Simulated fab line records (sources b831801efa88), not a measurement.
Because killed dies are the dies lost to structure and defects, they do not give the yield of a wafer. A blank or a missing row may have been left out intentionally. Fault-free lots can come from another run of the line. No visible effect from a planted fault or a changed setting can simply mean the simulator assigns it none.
Chamber matching + flow gf180mcu + rie-si-01 running GF_POLY_GATE_ETCH_13: 4 sister chambers
The step etches poly-Si in HBr/Cl2, stops on SiO2, target depth 198.5 nm, time 69.6 s. 20 wafers are shown with their chamber, then 10 later ones without.

== WAFERS WITH THEIR CHAMBER ==
| wafer  | chamber | drypump-motor-current-A (A) | oes-product-au (a.u.) | bias-w (W) |
|--------|---------|-----------------------------|-----------------------|------------|
| L562.2 | 0       | 4.9                         | 0.996                 | 100.09     |
| L562.5 | 2       | 5.6                         | 0.975                 | 100.10     |
| L562.6 | 1       | 6.0                         | 0.993                 | 100.08     |
| L563.2 | 3       | 5.5                         | 0.991                 | 99.48      |
| L563.3 | 2       | 5.5                         | 0.999                 | 100.14     |
| L563.4 | 0       | 4.9                         | 0.995                 | 100.04     |
| L564.1 | 2       | 5.5                         | 0.990                 | 99.84      |
| L564.2 | 1       | 6.0                         | 0.998                 | 100.08     |
| L564.4 | 3       | 5.5                         | 0.991                 | 99.77      |
| L568.2 | 3       | 5.5                         | 0.983                 | 100.37     |
| L568.3 | 2       | 5.5                         | 0.996                 | 99.75      |
| L568.4 | 0       | 4.9                         | 1.002                 | 100.14     |
| L569.1 | 0       | 4.9                         | 0.997                 | 99.66      |
| L569.4 | 3       | 5.5                         | 0.992                 | 100.31     |
| L569.6 | 1       | 6.0                         | 0.992                 | 100.33     |
| L578.2 | 0       | 4.9                         | 1.006                 | 100.11     |
| L578.3 | 1       | 6.0                         | 1.007                 | 100.55     |
| L578.5 | 1       | 6.0                         | 1.000                 | 99.91      |
| L579.2 | 3       | 5.5                         | 0.992                 | 100.15     |
| L579.4 | 1       | 6.0                         | 0.995                 | 99.67      |

SIGNATURES, as means of the wafers listed above
| reading                 | chamber 0 | chamber 1 | chamber 2 | chamber 3 | scatter within a chamber |
|-------------------------|-----------|-----------|-----------|-----------|--------------------------|
| drypump-motor-current-A | 4.900     | 6.000     | 5.525     | 5.500     | 0.0217                   |
| oes-product-au          | 0.99920   | 0.99750   | 0.99000   | 0.98980   | 0.00633                  |
| bias-w                  | 100.0080  | 100.1033  | 99.9575   | 100.0160  | 0.287                    |
Rule: distance of a wafer from a chamber = root of the sum over the readings of ((wafer's reading minus chamber's mean) / reading's scatter) squared. If the next closest chamber is less than 2 further off than the closest, the wafer can't be placed; otherwise it belongs to the closest. The scatter: take each reading less its chamber's mean, square it, sum over the shown wafers, divide by the number of wafers less the number of chambers, and take the root.

== WAFERS MISSING THEIR CHAMBER ==
| wafer  | drypump-motor-current-A (A) | oes-product-au (a.u.) | bias-w (W) |
|--------|-----------------------------|-----------------------|------------|
| L579.6 | 5.5                         | 0.991                 | 100.08     |
| L583.2 | 6.0                         | 0.990                 | 99.92      |
| L583.3 | 4.9                         | 1.005                 | 100.20     |
| L583.6 | 5.6                         | 1.005                 | 99.96      |
| L584.1 | 6.0                         | 0.998                 | 99.70      |
| L584.2 | 5.5                         | 1.000                 | 100.21     |
| L584.3 | 4.9                         | 0.993                 | 100.48     |
| L585.4 | 6.0                         | 0.991                 | 99.91      |
| L585.5 | 4.9                         | 1.004                 | 99.98      |
| L585.6 | 5.5                         | 0.992                 | 100.07     |

== THE CHAMBER EACH PASSED THROUGH ==
| wafer  | from the rows above     | in truth |
|--------|-------------------------|----------|
| L579.6 | can't be placed: 3 or 2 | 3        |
| L583.2 | 1                       | 1        |
| L583.3 | 0                       | 0        |
| L583.6 | can't be placed: 2 or 3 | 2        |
| L584.1 | 1                       | 1        |
| L584.2 | can't be placed: 3 or 2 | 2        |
| L584.3 | 0                       | 0        |
| L585.4 | 1                       | 1        |
| L585.5 | 0                       | 0        |
| L585.6 | can't be placed: 3 or 2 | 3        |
Correct placement for 6 of the 10. Not placeable from these rows: 4 (in 4, the candidates include the true chamber). Wrongly placed: 0.
